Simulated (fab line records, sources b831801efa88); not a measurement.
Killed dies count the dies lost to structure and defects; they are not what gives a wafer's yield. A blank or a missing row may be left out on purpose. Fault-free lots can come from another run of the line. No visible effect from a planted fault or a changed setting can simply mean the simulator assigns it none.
A single fault, viewed from 2 desks | flow gf180mcu | every desk sees just its own numbers, and what lay behind them comes last

## DESK OF THE TOOL OWNER: cmp-01
The tool's own readings at GF_V2_CMP_04 (polishes SiO2): means of the sampled wafers that have a number, for each lot that ran on this tool. Marked OUT: a lot whose mean sits more than 4 standard deviations from the usual mean, which makes it out of limits; the brackets give that distance.
Columns: A = headPressurePsi at GF_V2_CMP_04, usual 4.000 psi; B = motorCurrentA at GF_V2_CMP_04, usual 11.9 A; C = timeToEndpointS at GF_V2_CMP_04, usual 83 s
lot  | first seen here | A     | B    | C
L506 | day 19 04:54    | 4.000 | 12.0 | 81
L507 | day 19 12:53    | 3.996 | 11.7 | 80
L513 | day 21 22:07    | 4.004 | 12.2 | 87
L514 | day 22 11:02    | 4.000 | 12.9 | 88
L516 | day 23 01:21    | 3.996 | 12.3 | 84
L519 | day 24 02:40    | 4.002 | 11.9 | 101
L521 | day 24 13:10    | 4.004 | 10.9 | 108 (+4.3) OUT
L520 | day 24 19:05    | 3.994 | 11.9 | 108 (+4.3) OUT
L528 | day 27 02:24    | 4.006 | 11.7 | 79
This desk's finding: out of limits on L520, L521; first on L521, day 24 13:10 (timeToEndpointS at GF_V2_CMP_04). L506, L507, L513, L514, L516, L519, L528 stayed within limits.

## FROM THE METROLOGY DESK
Means of the sampled wafers that have a number, per lot and without regard to the tool the lot ran on: this is what the gauges read. Marked OUT: a lot whose mean sits more than 4 standard deviations from the usual mean, which makes it out of limits; the brackets give that distance.
Columns: A = V2_CVD_02_THK at GF_V2_THK_MEAS_03, usual 851 nm
lot  | first seen here | A
L506 | day 19 04:49    | 842
L507 | day 19 12:41    | 848
L509 | day 20 07:29    | 841
L511 | day 21 06:35    | 861
L512 | day 21 11:29    | 849
L513 | day 21 22:01    | 863
L514 | day 22 10:57    | 860
L516 | day 23 01:16    | 855
L519 | day 24 02:37    | 842
L521 | day 24 13:04    | 855
L520 | day 24 18:59    | 855
L526 | day 26 06:56    | 841
L528 | day 27 02:17    | 835
Finding of this desk: none of the 13 lots has anything out of limits.

## TAKEN TOGETHER
The tool owner's desk had the chance to raise an alarm at day 24 13:10 on L520, L521.
At the metrology desk, nothing out of limits was observed.
The metrology desk has L520, L521 on record, within its limits.
Of the lots named, all ran GF_V2_CMP_04 on cmp-01.

## WHAT THE SIMULATOR HAD INSERTED
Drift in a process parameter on cmp-01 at GF_V2_CMP_04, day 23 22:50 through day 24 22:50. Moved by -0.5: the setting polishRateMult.
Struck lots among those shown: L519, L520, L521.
How many hours passed from the start of the fault until each desk's first out-of-limits reading: the tool owner's desk, 14.
